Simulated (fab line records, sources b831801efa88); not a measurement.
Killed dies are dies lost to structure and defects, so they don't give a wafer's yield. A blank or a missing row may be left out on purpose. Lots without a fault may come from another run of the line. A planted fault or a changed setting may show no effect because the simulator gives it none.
fab line records | flow sky130
record lots=6 wafers=18 last_day=50
route steps=708 shown CAP2M@604 METAL4@621 PAD_OPEN@708
lots that met no fault: from a run of the same line without faults
start_h: hours from the record's first day to the start of the lot's first wafer shown | wait_h: hours since the lot's step before | " the same as in the row above | L1.1+2: a row that stands for several wafers | - no value, or no start given | * or withheld: withheld | < > ~ a bound
route shown NAME@n: a module of which the file shows steps, and the number in the route of the first | usual: mean/standard deviation of fault-free wafers | same: alike in all rows | chamber/n: place in a boat | sites: the reading at each site | _std_site: their standard deviation | _edge_site: outer sites' mean less inner sites' | radius_mm: how far each site lies from the wafer's centre | mask NAME#n: copy n | behind: the tool/chamber that last shaped the wafer | hold: why the lot was held/for how many hours/how that ended | device: the transistor (n, p or np) that didn't switch | end of line: the same wafers' tests at the end of the route | a step without rows: its recipe alone | killed: dies lost to structure and defects at the first sort, not the wafer's yield | map: a wafer's dies, x killed, . not, _ none there
set.NAME: the setting as run; set.NAME@STEP: as run at that earlier step | model.NAME: the simulator's own value behind a step, which no gauge read
lots at some steps of the route; a table a step, a row a wafer
services: from which hour (start_h, from the record's first day; less than 0 if before it) a tool's chamber was out of use, for how many hours, and why
## steps
# step SKY_CAP2M_THK_MEAS_01
# recipe reads=SiO2_of_CAP2M_CVD_00
# usual CAP2M_CVD_00_THK=15.56/0.25
# columns lot.wafer tool chamber start_h wait_h CAP2M_CVD_00_THK[nm]
L668.1 film_metro-02 - 917.99 - 15.11
L668.3 " - " " 15.38
L668.4 " - " " 15.58
L676.3 film_metro-02 - 982.01 - 15.69
L676.4 " - " " 15.59
L676.6 " - " " 16.08
L680.3 film_metro-02 - 1012.02 - 15.79
L680.5 " - " " 15.70
L680.6 " - " " 15.73
L681.2 film_metro-04 - 1013.30 - 15.52
L681.3 " - " " 15.21
L681.6 " - " " 15.53
L682.2 film_metro-02 - 1022.25 - 15.92
L682.4 " - " " 16.23
L682.6 " - " " 16.13
L690.1 film_metro-04 - 1081.19 - 15.71
L690.3 " - " " 15.31
L690.4 " - " " 15.35
# step SKY_CAP2M_SPUTTER_02
# recipe material=TiN target_thk_nm=200 temp_c=300 power_w=6500 time_s=166.7 chamber_pressure_pa=0.4
# usual susceptor_temp_C=299.97/0.19 throttle_valve_pct=29.8/0.9
# columns lot.wafer tool chamber start_h wait_h susceptor_temp_C throttle_valve_pct
L668.1 pvd_sputter-04 - 918.05 0.1 300.08 29.9
L668.3 " - " " 300.09 30.6
L668.4 " - " " 299.90 29.8
L676.3 pvd_sputter-02 - 982.05 0.0 299.97 29.4
L676.4 " - " " 300.12 29.9
L676.6 " - " " 300.15 29.4
L680.3 pvd_sputter-03 - 1012.06 0.0 299.93 30.1
L680.5 " - " " 299.95 29.4
L680.6 " - " " 300.01 29.1
L681.2 pvd_sputter-02 - 1013.35 0.0 299.94 29.8
L681.3 " - " " 300.16 29.4
L681.6 " - " " 300.14 31.6
L682.2 pvd_sputter-02 - 1022.30 0.0 299.95 28.8
L682.4 " - " " 299.78 29.6
L682.6 " - " " 299.71 28.7
L690.1 pvd_sputter-02 - 1081.25 0.1 300.08 29.7
L690.3 " - " " 299.67 29.8
L690.4 " - " " 299.65 30.0
# step SKY_CAP2M_RS_MEAS_03
# recipe thk_meas_gauge=four-point-probe reads=TiN_of_CAP2M_SPUTTER_02
# usual CAP2M_TIN_RS=6.89/0.07
# columns lot.wafer tool chamber start_h wait_h CAP2M_TIN_RS[ohm/sq]
L668.1 film_metro-03 - 918.16 0.1 6.87
L668.3 " - " " 6.93
L668.4 " - " " 6.81
L676.3 film_metro-03 - 982.20 0.1 6.95
L676.4 " - " " 7.02
L676.6 " - " " 7.01
L680.3 film_metro-03 - 1012.21 0.1 6.88
L680.5 " - " " 6.83
L680.6 " - " " 6.92
L681.2 film_metro-03 - 1013.48 0.1 6.93
L681.3 " - " " 6.90
L681.6 " - " " 6.91
L682.2 film_metro-04 - 1022.42 0.1 6.88
L682.4 " - " " 6.97
L682.6 " - " " 6.91
L690.1 film_metro-02 - 1081.36 0.1 6.88
L690.3 " - " " 6.92
L690.4 " - " " 6.93
# step SKY_CAP2M_THK_MEAS_04
# recipe thk_meas_gauge=xrf reads=TiN_of_CAP2M_SPUTTER_02
# usual CAP2M_TIN_THK=201.5/2
# columns lot.wafer tool chamber start_h wait_h CAP2M_TIN_THK[nm]
L668.1 film_metro-03 - 918.28 0.1 202.7
L668.3 " - " " 200.3
L668.4 " - " " 203.5
L676.3 film_metro-03 - 982.30 0.1 198.4
L676.4 " - " " 197.8
L676.6 " - " " 198.3
L680.3 film_metro-03 - 1012.31 0.1 201.6
L680.5 " - " " 203.5
L680.6 " - " " 201.3
L681.2 film_metro-03 - 1013.59 0.1 200.7
L681.3 " - " " 201.6
L681.6 " - " " 200.5
L682.2 film_metro-04 - 1022.53 0.1 200.9
L682.4 " - " " 199.4
L682.6 " - " " 200.4
L690.1 film_metro-02 - 1081.48 0.1 202.7
L690.3 " - " " 202.0
L690.4 " - " " 201.7
# step SKY_CAP2M_DEHYDRATE_05
# recipe temp_c=200 time_s=60
# step SKY_CAP2M_HMDS_06
# recipe prime_time_s=60 prime_temp_c=120
# step SKY_CAP2M_COAT_07
# recipe resist=NOVOLAK spin_rpm=3000 resist_thk_nm=1140
# step SKY_CAP2M_SOFTBAKE_08
# recipe temp_c=90 time_s=60 resist=NOVOLAK
# step SKY_CAP2M_EXPOSE_09
# recipe mask_id=CAP2M na=0.6 source_shape=conventional sigma_outer=0.6 polarization=unpolarized target_cd_nm=1000 dose_mj=159
# step SKY_CAP2M_PEB_10
# recipe temp_c=withheld time_s=* resist=NOVOLAK
# step SKY_CAP2M_DEVELOP_11
# recipe resist=NOVOLAK developer=TMAH develop_time_s=60 dev_temp_c=23
# step SKY_CAP2M_OVL_MEAS_12
# usual CAP2M_OVL=1.1/1.6
# columns lot.wafer tool chamber start_h wait_h CAP2M_OVL[nm]
L668.1 overlay-01 - 943.66 0.1 1.5
L668.3 " - " " 0.6
L668.4 " - " " 1.7
L676.3 overlay-01 - 1004.80 0.1 1.7
L676.4 " - " " -1.4
L676.6 " - " " 0.4
L680.3 overlay-02 - 1034.95 0.1 -0.6
L680.5 " - " " 0.7
L680.6 " - " " -0.2
L681.2 overlay-01 - 1035.90 0.1 0.4
L681.3 " - " " 1.2
L681.6 " - " " -0.4
L682.2 overlay-02 - 1044.95 0.1 3.4
L682.4 " - " " 3.3
L682.6 " - " " 2.9
L690.1 overlay-02 - 1101.59 0.1 -2.2
L690.3 " - " " -0.5
L690.4 " - " " 0.1
# step SKY_CAP2M_METAL_ETCH_13
# recipe target_depth_nm=220 stop_on=SiO2 chemistry=Cl2/BCl3 target=TiN pressure_mtorr=10 icp_w=900 bias_w=48.5 Cl2_flow_sccm=60 bcl3_flow_sccm=30 time_s=62.9
# usual drypump_motor_current_A=5.6/0.44 oes_product_au=0.943/0.0074 run_length_s=91.3/0.35 throttle_valve_pct=21.902/0.0096
# columns lot.wafer tool chamber start_h wait_h drypump_motor_current_A oes_product_au rf_hours_counter_h run_length_s throttle_valve_pct model.NOVOLAK_of_CAP2M_COAT_07.thk_nm model.SiO2_of_CAP2M_CVD_00.thk_nm
L668.1 rie_metal-04 0 943.70 0.0 5.0 0.946 3 90.7 21.918 992.5 15.13
L668.3 " 0 " " 5.0 0.942 - 90.7 21.919 996 15.34
L668.4 " 1 " " 6.0 0.950 - 91.4 21.904 994.9 15.6
L676.3 rie_metal-03 1 1004.85 0.0 6.2 0.945 - 92.0 21.902 998.8 15.61
L676.4 " 0 " " 5.5 0.928 - 91.7 21.911 993.1 15.6
L676.6 " 0 " " 5.6 0.940 - 91.4 21.896 990 16.1
L680.3 rie_metal-03 0 1035.00 0.0 5.6 0.948 - 92.0 21.898 991.5 15.85
L680.5 " 0 " " 5.5 0.951 - 91.7 21.915 985.5 15.74
L680.6 " 1 " " 6.2 0.945 - 91.4 21.890 996.4 15.72
L681.2 rie_metal-04 0 1035.93 0.0 5.0 0.910 8 94.6 21.917 989.3 14.15
L681.3 " 1 " " 6.1 0.901 - 95.7 21.923 990.9 13.9
L681.6 " 1 " " 6.1 0.910 - 95.4 21.913 986.8 14.19
L682.2 rie_metal-04 1 1044.98 0.0 6.0 0.911 20 95.7 21.932 983.6 14.6
L682.4 " 0 " " 5.0 0.906 - 95.0 21.949 983.1 14.85
L682.6 " 1 " " 6.0 0.912 - 95.0 21.927 983.8 14.83
L690.1 rie_metal-02 1 1101.63 0.0 5.2 0.936 24 91.4 21.880 995.1 15.64
L690.3 " 1 " " 5.2 0.935 - 91.3 21.899 997.2 15.31
L690.4 " 1 " " 5.2 0.949 - 91.4 21.905 998.5 15.35
# step SKY_CAP2M_STRIP_14
# recipe chemistry=O2/N2 power_w=1400 pressure_mtorr=1500 platen_temp_c=withheld o2_flow_sccm=3000 n2_flow_sccm=300 overash_fraction=0.5
# usual drypump_motor_current_A=5.6/0.48 oes_product_au=0.710/0.0045 strip_time_to_endpoint_s=12.67/0.038
# columns lot.wafer tool chamber start_h wait_h drypump_motor_current_A oes_product_au rf_hours_counter_h strip_time_to_endpoint_s
L668.1 plasma_asher-02 1 943.78 0.1 6.0 0.707 76 12.65
L668.3 " 1 " " 6.0 0.720 - 12.68
L668.4 " 0 " " 6.5 0.711 - 12.66
L676.3 plasma_asher-02 0 1004.94 0.1 6.4 0.711 - 12.73
L676.4 " 1 " " 6.0 0.713 - 12.65
L676.6 " 1 " " 5.9 0.715 - 12.62
L680.3 plasma_asher-01 1 1035.09 0.1 5.0 0.707 - 12.62
L680.5 " 0 " " 5.7 0.715 - 12.55
L680.6 " 1 " " 5.0 0.712 - 12.70
L681.2 plasma_asher-01 0 1036.01 0.1 5.7 0.707 127 12.60
L681.3 " 1 " " 5.0 0.715 - 12.63
L681.6 " 0 " " 5.6 0.709 - 12.57
L682.2 plasma_asher-01 0 1045.06 0.1 5.7 0.719 128 12.53
L682.4 " 0 " " 5.7 0.712 - 12.52
L682.6 " 0 " " 5.7 0.707 - 12.56
L690.1 plasma_asher-02 1 1101.78 0.1 6.0 0.712 92 12.67
L690.3 " 1 " " 6.0 0.710 - 12.69
L690.4 " 0 " " 6.4 0.713 - 12.71
# step SKY_CAP2M_STRIP_15
# recipe chemistry=post_etch_residue_remover time_s=1200 temp_c=72.5
# step SKY_CAP2M_CLEAN_16
# recipe chemistry=IPA time_s=180 temp_c=25
# step SKY_CAP2M_CLEAN_17
# recipe chemistry=O3/DIW dry=n2_spin
# step SKY_METAL4_DEHYDRATE_05
# recipe temp_c=200 time_s=60
# step SKY_METAL4_HMDS_06
# recipe prime_time_s=60 prime_temp_c=120
# step SKY_METAL4_COAT_07
# recipe resist=BARC temp_c=withheld time_s=withheld spin_rpm=3000 resist_thk_nm=60
# step SKY_METAL4_COAT_08
# recipe resist=KrF-thick spin_rpm=3000 resist_thk_nm=1140
# step SKY_METAL4_SOFTBAKE_09
# recipe temp_c=100 time_s=90 resist=KrF-thick
# step SKY_METAL4_EXPOSE_10
# recipe mask_id=MM4 na=0.68 source_shape=annular sigma_inner=0.4 sigma_outer=0.8 target_cd_nm=300 dose_mj=28
# step SKY_METAL4_PEB_11
# recipe peb_temp_c=withheld peb_time_s=withheld resist=KrF-thick
# step SKY_METAL4_DEVELOP_12
# recipe develop_time_s=60 resist=KrF-thick dev_temp_c=21
# step SKY_METAL4_CD_MEAS_13
# recipe target_cd_nm=300
# usual cd_nm=299.7/1.4
# columns lot.wafer tool chamber start_h wait_h cd_nm
L668.1 cd_sem-02 - 968.09 - 299.1
L668.3 " - " " 301.2
L668.4 " - " " 301.2
L676.3 cd_sem-01 - 1029.16 - 298.5
L676.4 " - " " 298.7
L676.6 " - " " 299.3
L680.3 cd_sem-01 - 1057.41 - 301.4
L680.5 " - " " 302.1
L680.6 " - " " 301.3
L681.2 cd_sem-02 - 1058.36 - 298.0
L681.3 " - " " 298.8
L681.6 " - " " 298.0
L682.2 cd_sem-02 - 1066.44 - 298.0
L682.4 " - " " 299.6
L682.6 " - " " 297.1
L690.1 cd_sem-02 - 1122.49 - 298.4
L690.3 " - " " 299.0
L690.4 " - " " 299.7
# step SKY_METAL4_OVL_MEAS_14
# usual METAL4_OVL=-2/4.8
# columns lot.wafer tool chamber start_h wait_h METAL4_OVL[nm]
L668.1 overlay-01 - 968.21 0.1 3
L668.3 " - " " 3
L668.4 " - " " 0
L676.3 overlay-01 - 1029.25 0.1 -8
L676.4 " - " " 2
L676.6 " - " " -11
L680.3 overlay-02 - 1057.50 0.1 5
L680.5 " - " " -2
L680.6 " - " " -3
L681.2 overlay-01 - 1058.47 0.1 4
L681.3 " - " " -2
L681.6 " - " " 4
L682.2 overlay-02 - 1066.55 0.1 0
L682.4 " - " " -2
L682.6 " - " " 0
L690.1 overlay-01 - 1122.61 0.1 1
L690.3 " - " " 5
L690.4 " - " " -8
# step SKY_METAL4_DESCUM_15
# recipe chemistry=O2 source_power_w=150 bias_power_w=0 pressure_mtorr=10 temp_c=40 time_s=8
# usual drypump_motor_current_A=6.0/0.48 oes_product_au=0.996/0.01
# columns lot.wafer tool chamber start_h wait_h drypump_motor_current_A oes_product_au rf_hours_counter_h
L668.1 rie_metal-01 1 968.25 0.0 6.5 0.993 13
L668.3 " 0 " " 6.4 1.011 -
L668.4 " 1 " " 6.5 0.986 -
L676.3 rie_metal-01 0 1029.28 0.0 6.3 1.000 -
L676.4 " 1 " " 6.5 0.988 -
L676.6 " 0 " " 6.3 0.999 -
L680.3 rie_metal-02 0 1057.54 0.0 5.6 0.989 -
L680.5 " 1 " " 5.2 1.013 -
L680.6 " 0 " " 5.6 0.992 -
L681.2 rie_metal-01 1 1058.50 0.0 6.5 0.988 19
L681.3 " 0 " " 6.4 0.994 -
L681.6 " 0 " " 6.3 1.003 -
L682.2 rie_metal-02 0 1066.58 0.0 5.6 1.007 23
L682.4 " 0 " " 5.6 0.998 -
L682.6 " 1 " " 5.2 1.004 -
L690.1 rie_metal-01 0 1122.65 0.0 6.4 0.998 18
L690.3 " 0 " " 6.4 0.993 -
L690.4 " 1 " " 6.5 0.987 -
# step SKY_METAL4_ETCH_16
# recipe chemistry=N2/H2 target=BARC ion_energy_ev=200 bias_w=100 pressure_mtorr=30 n2_flow_sccm=100 h2_flow_sccm=200 icp_w=500 stop_on=SiO2 time_s=88.2 target_depth_a=600
# usual drypump_motor_current_A=6.0/0.48 oes_product_au=0.625/0.0048 run_length_s=116.8/0.89 throttle_valve_pct=13.204/0.0092
# columns lot.wafer tool chamber start_h wait_h drypump_motor_current_A oes_product_au rf_hours_counter_h run_length_s throttle_valve_pct
L668.1 rie_metal-01 1 968.28 0.0 6.5 0.627 13 116.5 13.201
L668.3 " 0 " " 6.4 0.631 - 116.4 13.208
L668.4 " 1 " " 6.5 0.628 - 116.3 13.214
L676.3 rie_metal-01 0 1029.34 0.0 6.3 0.628 - 116.5 13.223
L676.4 " 1 " " 6.5 0.628 - 116.7 13.214
L676.6 " 0 " " 6.4 0.627 - 116.1 13.208
L680.3 rie_metal-02 0 1057.59 0.0 5.6 0.619 - 116.5 13.200
L680.5 " 1 " " 5.2 0.628 - 116.5 13.198
L680.6 " 0 " " 5.6 0.618 - 116.0 13.199
L681.2 rie_metal-01 1 1058.53 0.0 6.5 0.615 19 116.2 13.213
L681.3 " 0 " " 6.4 0.630 - 116.2 13.202
L681.6 " 0 " " 6.4 0.631 - 116.3 13.205
L682.2 rie_metal-02 0 1066.61 0.0 5.6 0.628 23 116.0 13.210
L682.4 " 0 " " 5.6 0.621 - 116.3 13.228
L682.6 " 1 " " 5.2 0.628 - 117.0 13.218
L690.1 rie_metal-01 0 1122.68 0.0 6.4 0.628 18 116.3 13.209
L690.3 " 0 " " 6.4 0.625 - 116.6 13.216
L690.4 " 1 " " 6.5 0.617 - 116.9 13.186
# step SKY_METAL4_ETCH_17
# recipe target=SiO2 stop_on=TiN chemistry=C4F8/O2/Ar source_w=1500 bias_w=1200 pressure_mtorr=40 c4f8_flow_sccm=withheld O2_flow_sccm=6 Ar_flow_sccm=300 time_s=3.9 target_depth_a=150
# usual oes_product_au=0.756/0.0079
# columns lot.wafer tool chamber start_h wait_h oes_product_au rf_hours_counter_h model.etch.depth_nm
L668.1 rie_diel-01 0 968.38 0.1 0.748 19 15.13
L668.3 " 1 " " 0.753 20 15.34
L668.4 " 3 " " 0.760 23 15.6
L676.3 rie_diel-01 0 1029.40 0.0 0.753 21 15.61
L676.4 " 1 " " 0.758 22 15.6
L676.6 " 1 " " 0.768 - 16.1
L680.3 rie_diel-04 1 1057.66 0.0 0.768 23 15.85
L680.5 " 1 " " 0.760 - 15.74
L680.6 " 0 " " 0.766 - 15.72
L681.2 rie_diel-01 3 1058.63 0.1 0.716 26 14.15
L681.3 " 0 " " 0.713 22 13.9
L681.6 " 0 " " 0.720 - 14.19
L682.2 rie_diel-03 1 1066.71 0.1 0.726 14 14.6
L682.4 " 3 " " 0.742 20 14.85
L682.6 " 2 " " 0.744 - 14.83
L690.1 rie_diel-04 0 1122.78 0.1 0.763 5 15.64
L690.3 " 3 " " 0.752 21 15.31
L690.4 " 2 " " 0.761 12 15.35
# step SKY_METAL4_METAL_ETCH_18
# recipe target_depth_a=8450 stop_on=SiO2 over_etch_frac=0.3 time_s=183.1 chemistry=Cl2/BCl3 resist_sidewall_deg=88 pressure_mtorr=10 icp_w=900 bias_w=48.5 Cl2_flow_sccm=60 bcl3_flow_sccm=30
# usual drypump_motor_current_A=5.9/0.45 oes_product_au=0.866/0.006 run_length_s=211.6/0.34 throttle_valve_pct=22.265/0.0097
# columns lot.wafer tool chamber start_h wait_h drypump_motor_current_A oes_product_au rf_hours_counter_h run_length_s throttle_valve_pct
L668.1 rie_metal-03 0 968.40 0.0 5.5 0.868 12 211.8 22.272
L668.3 " 0 " " 5.5 0.865 - 211.8 22.256
L668.4 " 1 " " 6.2 0.872 - 211.6 22.240
L676.3 rie_metal-02 1 1029.48 0.1 5.2 0.873 - 211.6 22.266
L676.4 " 0 " " 5.6 0.867 - 211.0 22.263
L676.6 " 0 " " 5.6 0.874 - 211.3 22.267
L680.3 rie_metal-03 1 1057.74 0.1 6.2 0.857 - 211.9 22.252
L680.5 " 0 " " 5.6 0.867 - 211.6 22.261
L680.6 " 1 " " 6.2 0.876 - 211.7 22.258
L681.2 rie_metal-02 1 1058.65 0.0 5.2 0.874 21 211.4 22.266
L681.3 " 0 " " 5.6 0.870 - 210.7 22.274
L681.6 " 0 " " 5.6 0.872 - 210.8 22.265
L682.2 rie_metal-01 0 1066.73 0.0 6.3 0.861 13 211.1 22.268
L682.4 " 1 " " 6.5 0.858 - 211.3 22.234
L682.6 " 0 " " 6.3 0.861 - 211.5 22.282
L690.1 rie_metal-02 1 1122.80 0.0 5.2 0.871 27 211.4 22.250
L690.3 " 1 " " 5.2 0.862 - 211.4 22.258
L690.4 " 1 " " 5.2 0.851 - 211.6 22.265
# step SKY_PAD_OPEN_PROBE_99
# usual defect_limited_yield=82.3/1.9 killed_at_M0_to_M3=44/6.9 killed_at_M4_up=3.0/1.5 killed_at_contacts=24/5.2 killed_at_front_end=15/4.1 killed_at_other=0.4/0.62 killed_dies=87/9.6 killed_on_rim=17/3.8 killed_open=47/7 killed_short=40/6.2 sort_bin_3_pad_short=0.9/0.43 sort_bin_5_function=10.5/1.4 sort_bin_6_memory=6.4/1.2 sort_n_pass=405/9.6 sort_yield_pct=82.3/1.9
# same gross_dies=492 killed_at_back_side=0 sort_bin_4_leakage[%]=0 sort_bin_8_speed[%]=0
# columns lot.wafer tool chamber start_h wait_h defect_limited_yield[%] killed_at_M0_to_M3 killed_at_M4_up killed_at_contacts killed_at_front_end killed_at_other killed_dies killed_on_rim killed_open killed_short sort_bin_3_pad_short[%] sort_bin_5_function[%] sort_bin_6_memory[%] sort_n_pass sort_yield_pct[%]
L668.1 prober-01 - 1065.24 0.1 81.9 36 3 28 21 1 89 19 47 41 0.8 11.6 5.7 403 81.9
L668.3 prober-01 - 1065.34 0.2 82.3 42 3 28 14 0 87 19 46 40 0.6 11.0 6.1 405 82.3
L668.4 prober-01 - 1065.39 0.2 83.7 46 2 17 15 0 80 17 48 31 0.6 10.6 5.1 412 83.7
L676.3 prober-01 - 1118.76 0.2 80.5 51 2 23 20 0 96 19 53 43 1.4 12.0 6.1 396 80.5
L676.4 prober-01 - 1118.81 0.2 81.5 48 3 25 13 2 91 27 47 43 1.4 11.2 5.9 401 81.5
L676.6 prober-01 - 1118.91 0.2 83.3 41 2 26 13 0 82 17 46 36 0.8 9.6 6.3 410 83.3
L680.3 prober-01 - 1143.80 0.2 80.9 50 2 24 18 0 94 19 51 43 1.4 12.0 5.7 398 80.9
L680.5 prober-01 - 1143.90 0.2 87.2 33 0 20 9 1 63 12 32 31 1.0 7.3 4.5 429 87.2
L680.6 prober-01 - 1143.95 0.2 83.9 40 3 25 11 0 79 16 45 34 0.6 10.6 4.9 413 83.9
L681.2 prober-02 - 1144.77 0.1 79.1 47 1 42 12 1 103 20 61 42 1.2 12.4 7.3 389 79.1
L681.3 prober-02 - 1144.82 0.2 81.5 46 2 25 18 0 91 26 45 45 1.0 12.8 4.7 401 81.5
L681.6 prober-02 - 1144.97 0.2 84.3 41 3 19 13 1 77 14 47 30 0.8 8.5 6.3 415 84.3
L682.2 prober-01 - 1151.61 0.1 82.1 41 2 25 20 0 88 15 45 41 0.6 11.8 5.5 404 82.1
L682.4 prober-01 - 1151.71 0.2 83.1 51 3 12 17 0 83 14 45 38 0.4 7.5 8.9 409 83.1
L682.6 prober-01 - 1151.81 0.2 79.3 60 2 26 14 0 102 17 50 51 1.4 12.8 6.5 390 79.3
L690.1 prober-02 - 1196.99 0.1 82.3 46 1 24 15 1 87 17 51 35 1.2 10.2 6.3 405 82.3
L690.3 prober-02 - 1197.09 0.2 83.1 41 2 22 18 0 83 20 43 40 1.6 10.8 4.5 409 83.1
L690.4 prober-02 - 1197.14 0.2 83.7 31 5 18 25 1 80 20 45 35 0.6 10.6 5.1 412 83.7
# killed by level:class
L668.1 CONTACT:geometric_particle:open=9 VIA1:geometric_particle:open=9 METAL1:geometric_particle:short=7 FIELD_ISO:geometric_particle:open=6 LI_CONTACT:geometric_particle:short=5 CONTACT:geometric_particle:short=5 POLY_GATE:geometric_particle:short=4 LI_CONTACT:geometric_particle:open=4
L668.3 CONTACT:geometric_particle:open=15 VIA1:geometric_particle:open=6 CONTACT:geometric_particle:short=5 VIA1:geometric_particle:short=5 METAL3:geometric_particle:short=5 VIA3:geometric_particle:open=5 FIELD_ISO:geometric_particle:open=4 FIELD_ISO:geometric_particle:short=4
L668.4 VIA1:geometric_particle:open=13 CONTACT:geometric_particle:open=10 METAL1:geometric_particle:short=9 VIA3:geometric_particle:open=7 FIELD_ISO:geometric_particle:open=6 VIA1:geometric_particle:short=5 POLY_GATE:geometric_particle:open=3 METAL2:geometric_particle:short=3
L676.3 METAL2:geometric_particle:short=11 VIA1:geometric_particle:open=9 VIA3:geometric_particle:open=9 CONTACT:geometric_particle:open=8 LI_CONTACT:geometric_particle:open=7 VIA2:geometric_particle:open=6 FIELD_ISO:geometric_particle:open=5 POLY_GATE:geometric_particle:short=5
L676.4 CONTACT:geometric_particle:open=14 VIA1:geometric_particle:open=11 METAL2:geometric_particle:short=7 METAL1:geometric_particle:short=7 VIA1:geometric_particle:short=6 CONTACT:geometric_particle:short=5 METAL3:geometric_particle:short=4 VIA2:geometric_particle:open=4
L676.6 CONTACT:geometric_particle:open=9 VIA3:geometric_particle:open=9 VIA1:geometric_particle:open=8 VIA1:geometric_particle:short=7 FIELD_ISO:geometric_particle:open=6 LI_CONTACT:geometric_particle:open=6 METAL2:geometric_particle:short=6 CONTACT:geometric_particle:short=5
L680.3 VIA3:geometric_particle:open=12 CONTACT:geometric_particle:open=10 METAL1:geometric_particle:short=8 VIA1:geometric_particle:open=7 FIELD_ISO:geometric_particle:short=6 LI_CONTACT:geometric_particle:open=6 VIA2:geometric_particle:open=5 VIA1:geometric_particle:short=4
L680.5 CONTACT:geometric_particle:open=8 VIA1:geometric_particle:open=7 METAL2:geometric_particle:short=6 VIA2:geometric_particle:open=6 LI_CONTACT:geometric_particle:open=4 CONTACT:geometric_particle:short=4 METAL1:geometric_particle:short=4 FIELD_ISO:geometric_particle:open=3
L680.6 LI_CONTACT:geometric_particle:open=12 VIA1:geometric_particle:open=12 CONTACT:geometric_particle:short=6 VIA1:geometric_particle:short=6 VIA2:geometric_particle:open=6 METAL2:geometric_particle:short=5 VIA3:geometric_particle:open=5 FIELD_ISO:geometric_particle:short=3
L681.2 CONTACT:geometric_particle:open=17 VIA1:geometric_particle:open=14 LI_CONTACT:geometric_particle:open=12 CONTACT:geometric_particle:short=8 VIA1:geometric_particle:short=8 METAL2:geometric_particle:short=7 VIA3:geometric_particle:open=7 FIELD_ISO:geometric_particle:short=4
L681.3 VIA1:geometric_particle:open=11 CONTACT:geometric_particle:short=8 METAL2:geometric_particle:short=7 METAL1:geometric_particle:short=7 LI_CONTACT:geometric_particle:open=6 VIA3:geometric_particle:open=6 CONTACT:geometric_particle:open=5 FIELD_ISO:geometric_particle:open=4
L681.6 VIA1:geometric_particle:open=12 CONTACT:geometric_particle:open=9 VIA2:geometric_particle:open=6 VIA3:geometric_particle:open=6 FIELD_ISO:geometric_particle:open=4 CONTACT:geometric_particle:short=4 METAL1:geometric_particle:short=4 VIA2:geometric_particle:short=4
L682.2 FIELD_ISO:geometric_particle:open=8 LOCAL_INTERCONNECT:geometric_particle:short=7 METAL1:geometric_particle:short=6 VIA1:geometric_particle:open=6 VIA3:geometric_particle:open=6 LI_CONTACT:geometric_particle:open=5 CONTACT:geometric_particle:open=5 VIA2:geometric_particle:short=5
L682.4 VIA1:geometric_particle:open=13 VIA2:geometric_particle:short=9 VIA2:geometric_particle:open=7 FIELD_ISO:geometric_particle:open=6 CONTACT:geometric_particle:open=4 METAL1:geometric_particle:short=4 METAL2:geometric_particle:short=4 VIA3:geometric_particle:open=4
L682.6 VIA1:geometric_particle:open=13 VIA2:geometric_particle:open=9 LI_CONTACT:geometric_particle:open=7 LOCAL_INTERCONNECT:geometric_particle:short=7 VIA1:geometric_particle:short=6 CONTACT:geometric_particle:short=6 METAL1:geometric_particle:short=6 METAL3:geometric_particle:short=6
L690.1 CONTACT:geometric_particle:open=10 VIA1:geometric_particle:open=9 VIA3:geometric_particle:open=9 METAL2:geometric_particle:short=7 CONTACT:geometric_particle:short=6 VIA2:geometric_particle:open=6 FIELD_ISO:geometric_particle:open=5 METAL1:geometric_particle:short=4
L690.3 VIA1:geometric_particle:open=8 LI_CONTACT:geometric_particle:open=7 FIELD_ISO:geometric_particle:short=6 CONTACT:geometric_particle:open=6 VIA2:geometric_particle:open=6 CONTACT:geometric_particle:short=4 VIA3:geometric_particle:open=4 METAL1:geometric_particle:short=4
L690.4 VIA1:geometric_particle:open=10 VIA3:geometric_particle:open=8 POLY_GATE:geometric_particle:open=7 FIELD_ISO:geometric_particle:short=6 POLY_GATE:geometric_particle:short=5 LI_CONTACT:geometric_particle:open=5 CONTACT:geometric_particle:open=5 METAL4:geometric_particle:short=5
## services
# columns tool chamber start_h hours kind
plasma_asher-02 - 902.07 15.6 pm
rie_metal-02 - 920.07 4.3 pm
rie_diel-01 1 922.30 16.1 repair
rie_diel-01 - 931.00 1.1 repair
rie_metal-01 - 959.68 2.8 pm
plasma_asher-02 - 969.70 1.8 repair
rie_metal-03 - 983.41 4.6 repair
rie_metal-02 - 986.70 15.6 pm
rie_metal-03 - 988.02 2.8 pm
rie_diel-04 3 989.69 9.6 repair
rie_diel-04 1 991.24 2.2 repair
pvd_sputter-02 - 997.43 3.8 repair
rie_metal-02 - 1002.30 1.4 pm
plasma_asher-01 - 1005.56 1.4 repair
rie_metal-01 - 1011.82 1.4 pm
rie_diel-04 - 1015.23 2.8 pm
plasma_asher-01 - 1024.45 2.9 repair
rie_metal-03 - 1027.47 0.2 repair
plasma_asher-01 - 1055.25 9.0 pm
rie_metal-04 - 1056.90 14.6 pm
rie_metal-03 0 1081.81 26.4 repair
rie_diel-01 2 1109.31 5.3 repair
plasma_asher-02 - 1110.63 2.8 pm
plasma_asher-01 - 1122.26 1.5 repair
## key
first_sign step=SKY_CAP2M_METAL_ETCH_13 reading=run_length_s direction=up sigmas=11 usual=* struck=*
effect step=SKY_CAP2M_METAL_ETCH_13 reading=oes_product_au direction=down sigmas=4.7 usual=0.943 struck=0.908
effect step=SKY_CAP2M_STRIP_14 reading=strip_time_to_endpoint_s direction=down sigmas=2.5 usual=* struck=*
effect step=SKY_METAL4_ETCH_17 reading=oes_product_au direction=down sigmas=3.7 usual=0.756 struck=0.727
model_effect step=SKY_CAP2M_METAL_ETCH_13 value=NOVOLAK_of_CAP2M_COAT_07.thk_nm without=995.1 struck=986.2
model_effect step=SKY_METAL4_ETCH_17 value=etch.depth_nm without=15.75 struck=14.42
met_at SKY_CAP2M_METAL_ETCH_13
struck_wafers L681.2,L681.3,L681.6,L682.2,L682.4,L682.6
onset_between 943.70 1035.93
fault kind=process_parameter_drift tool=rie_metal-04 chamber=- onset_h=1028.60 steps=SKY_CAP2M_METAL_ETCH_13 channel=time_s offset=* shape=step end_h=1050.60 acts_in=* stated=*
